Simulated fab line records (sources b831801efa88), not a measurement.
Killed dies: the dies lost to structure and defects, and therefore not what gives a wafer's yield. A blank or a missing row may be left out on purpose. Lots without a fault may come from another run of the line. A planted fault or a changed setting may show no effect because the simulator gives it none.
Which tool is to blame?	flow gf180mcu	42 wafers from 14 lots sampled at 2 of the route's 602 steps

## WHAT THE GAUGES READ, wafer by wafer
GF_M2_RS_MEAS_05: uses a four-point probe to measure.
lot	measured	on	M2_ALCU_RS (ohm/sq)
L745	day 18 01:09	filmMetro-02	0.0686 0.0690 0.0685
L746	day 18 22:20	filmMetro-04	0.0693 0.0689 0.0685
L747	day 19 01:11	filmMetro-03	0.0697 0.0695 0.0700
L750	day 20 09:22	filmMetro-02	0.0702 0.0707 0.0695
L749	day 20 09:25	filmMetro-04	0.0686 0.0684 0.0684
L753	day 22 07:49	filmMetro-03	0.0706 0.0711 0.0710
L755	day 22 10:25	filmMetro-04	0.0687 0.0693 0.0698
L754	day 22 16:04	filmMetro-02	0.0705 0.0703 0.0694
L756	day 23 05:43	filmMetro-03	0.0697 0.0702 0.0697
L760	day 24 10:00	filmMetro-04	0.0692 0.0691 0.0691
L761	day 24 15:01	filmMetro-04	0.0693 0.0684 0.0696
L764	day 25 10:08	filmMetro-02	0.0687 0.0691 0.0691
L766	day 26 01:26	filmMetro-03	0.0685 0.0686 0.0687
L767	day 26 11:31	filmMetro-02	0.0686 0.0685 0.0693

## TOOL THAT RAN EACH LOT (tool first, then ch and the chambers of the sampled wafers, then the start)
lot	GF_M2_SPUTTER_01
L745	pvdSputter-04, day 18 01:01
L746	pvdSputter-03, day 18 22:13
L747	pvdSputter-01, day 19 01:00
L750	pvdSputter-03, day 20 09:12
L749	pvdSputter-04, day 20 09:18
L753	pvdSputter-04, day 22 07:40
L755	pvdSputter-03, day 22 10:15
L754	pvdSputter-03, day 22 15:55
L756	pvdSputter-01, day 23 05:36
L760	pvdSputter-04, day 24 09:52
L761	pvdSputter-01, day 24 14:53
L764	pvdSputter-04, day 25 10:00
L766	pvdSputter-03, day 26 01:17
L767	pvdSputter-01, day 26 11:21
- GF_M2_SPUTTER_01: material TiN, target thk 30 nm, time 25 s.

## AS READ BY THE TOOLS THEMSELVES (means over the sampled wafers that have a number; for cases with no such wafer, the mark the record gives instead)
GF_M2_SPUTTER_01.
lot	tool	throttleValvePct (%)
L745	pvdSputter-04	31.2
L746	pvdSputter-03	30.7
L747	pvdSputter-01	30.8
L750	pvdSputter-03	30.9
L749	pvdSputter-04	31.3
L753	pvdSputter-04	30.1
L755	pvdSputter-03	29.9
L754	pvdSputter-03	30.6
L756	pvdSputter-01	30.8
L760	pvdSputter-04	31.0
L761	pvdSputter-01	30.7
L764	pvdSputter-04	30.5
L766	pvdSputter-03	30.7
L767	pvdSputter-01	30.7

## THE ANSWER, worked out from the rows above alone
Rule: the usual values come from the lots themselves. Put in order of their means at a reading, lots are off if they are a third of the lots or fewer, leave a main group of 4 or more, and stand apart from it by a gap of 3 or more times the standard deviation of the main group's means; of several such gaps the widest counts. Not used: any main group whose means are identical at the precision the tables above print for the reading. A lot without any number at a reading at which 4 lots or more have one is off too. Any other lot the step has rows for is counted as sound. The gauges are gone through in route order, then the tools' own readings, and for those a lot's mean is taken as printed above. The first step at which some lot is off is used, and at that step the reading that is off furthest; a lot without a number counts as furthest.
Nothing can be told from this: no lot is off at any reading shown.

## WHAT WAS PUT IN BY THE SIMULATOR
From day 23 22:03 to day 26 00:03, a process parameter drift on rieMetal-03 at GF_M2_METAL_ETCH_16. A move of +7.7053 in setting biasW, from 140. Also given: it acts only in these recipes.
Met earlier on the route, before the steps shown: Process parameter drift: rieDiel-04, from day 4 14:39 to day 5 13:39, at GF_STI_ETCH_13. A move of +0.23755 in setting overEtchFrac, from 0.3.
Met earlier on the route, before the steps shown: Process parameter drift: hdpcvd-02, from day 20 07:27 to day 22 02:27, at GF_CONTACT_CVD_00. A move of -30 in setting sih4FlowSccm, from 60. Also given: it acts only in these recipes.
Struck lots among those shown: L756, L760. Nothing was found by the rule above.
